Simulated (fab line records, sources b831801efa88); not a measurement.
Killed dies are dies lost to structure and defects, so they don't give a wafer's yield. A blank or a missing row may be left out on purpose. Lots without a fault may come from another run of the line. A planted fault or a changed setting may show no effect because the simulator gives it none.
Which tool did it? | flow sky130 | 10 lots, 30 wafers sampled, at 4 steps of a route of 708

WHAT THE GAUGES READ, wafer by wafer
SKY_METAL1_RS_MEAS_05: measures by four-point-probe.
lot  | measured     | on            | METAL1_ALCU_RS (ohm/sq)
L831 | day 32 01:07 | film_metro-04 | 0.1277 0.1289 0.1283
L832 | day 32 06:32 | film_metro-03 | 0.1257 0.1260 0.1257
L835 | day 33 20:10 | film_metro-02 | 0.1265 0.1272 0.1252
L836 | day 33 18:53 | film_metro-02 | 0.1257 0.1245 0.1275
L839 | day 35 03:08 | film_metro-03 | 0.1289 0.1264 0.1277
L840 | day 35 03:48 | film_metro-03 | 0.1281 0.1269 0.1271
L847 | day 37 12:58 | film_metro-02 | 0.1253 0.1263 0.1260
L849 | day 37 17:31 | film_metro-03 | 0.2166 0.2177 0.2169
L850 | day 38 01:28 | film_metro-04 | 0.1282 0.1267 0.1271
L854 | day 39 03:46 | film_metro-04 | 0.2215 0.2195 0.2218

WHICH TOOL RAN EACH LOT (tool, then ch and the chambers of the sampled wafers, then the start)
lot  | SKY_LOCAL_INTERCONNECT_SPUTTER_00 | SKY_METAL1_SPUTTER_02        | SKY_METAL1_SPUTTER_04
L831 | pvd_sputter-02, day 29 13:31      | pvd_sputter-03, day 32 01:01 | pvd_sputter-03, day 32 01:04
L832 | pvd_sputter-04, day 29 19:40      | pvd_sputter-01, day 32 06:22 | pvd_sputter-01, day 32 06:25
L835 | pvd_sputter-04, day 31 02:01      | pvd_sputter-03, day 33 20:03 | pvd_sputter-03, day 33 20:05
L836 | pvd_sputter-03, day 31 08:37      | pvd_sputter-03, day 33 18:44 | pvd_sputter-03, day 33 18:47
L839 | pvd_sputter-02, day 32 18:19      | pvd_sputter-04, day 35 03:03 | pvd_sputter-04, day 35 03:05
L840 | pvd_sputter-04, day 32 18:38      | pvd_sputter-01, day 35 03:41 | pvd_sputter-01, day 35 03:44
L847 | pvd_sputter-03, day 35 04:41      | pvd_sputter-01, day 37 12:52 | pvd_sputter-01, day 37 12:54
L849 | pvd_sputter-03, day 35 10:38      | pvd_sputter-01, day 37 17:23 | pvd_sputter-01, day 37 17:26
L850 | pvd_sputter-02, day 35 18:00      | pvd_sputter-04, day 38 01:22 | pvd_sputter-04, day 38 01:25
L854 | pvd_sputter-02, day 36 18:34      | pvd_sputter-01, day 39 03:40 | pvd_sputter-01, day 39 03:42
- SKY_LOCAL_INTERCONNECT_SPUTTER_00: material TiN, target thk 100 nm, time 83.3 s.
- SKY_METAL1_SPUTTER_02: material AlCu, target thk 250 nm, time 13.3 s.
- SKY_METAL1_SPUTTER_04: material TiN, target thk 70 nm, time 58.3 s.

THE ANSWER, worked out from the rows above alone
Rule: what is usual is taken from the lots themselves. Put in order of their means at a reading, lots are off if they are a third of the lots or fewer, leave a main group of 4 or more, and stand apart from it by a gap of 3 or more times the standard deviation of the main group's means; of several such gaps the widest counts. A main group whose means are all the same, to the digits that the tables above print for the reading, isn't used. A lot without any number at a reading at which 4 lots or more have one is off too. The other lots that the step has rows for count as sound.
Off: L849, L854, at SKY_METAL1_RS_MEAS_05 (METAL1_ALCU_RS). The main group: mean 0.1268 ohm/sq, standard deviation 0.0009.
A tool fits if, at a process step before that reading, it ran every lot that is off, and no sound lot after the first of them. The gauges at SKY_METAL1_RS_MEAS_05 are tried like those tools. One fits: pvd_sputter-01 at SKY_METAL1_SPUTTER_02 and SKY_METAL1_SPUTTER_04. At SKY_METAL1_SPUTTER_02 its last sound lot is L847 (day 37 12:52), its first lot that is off L849 (day 37 17:23): a fault that began between those two fits.

WHAT THE SIMULATOR HAD PUT IN
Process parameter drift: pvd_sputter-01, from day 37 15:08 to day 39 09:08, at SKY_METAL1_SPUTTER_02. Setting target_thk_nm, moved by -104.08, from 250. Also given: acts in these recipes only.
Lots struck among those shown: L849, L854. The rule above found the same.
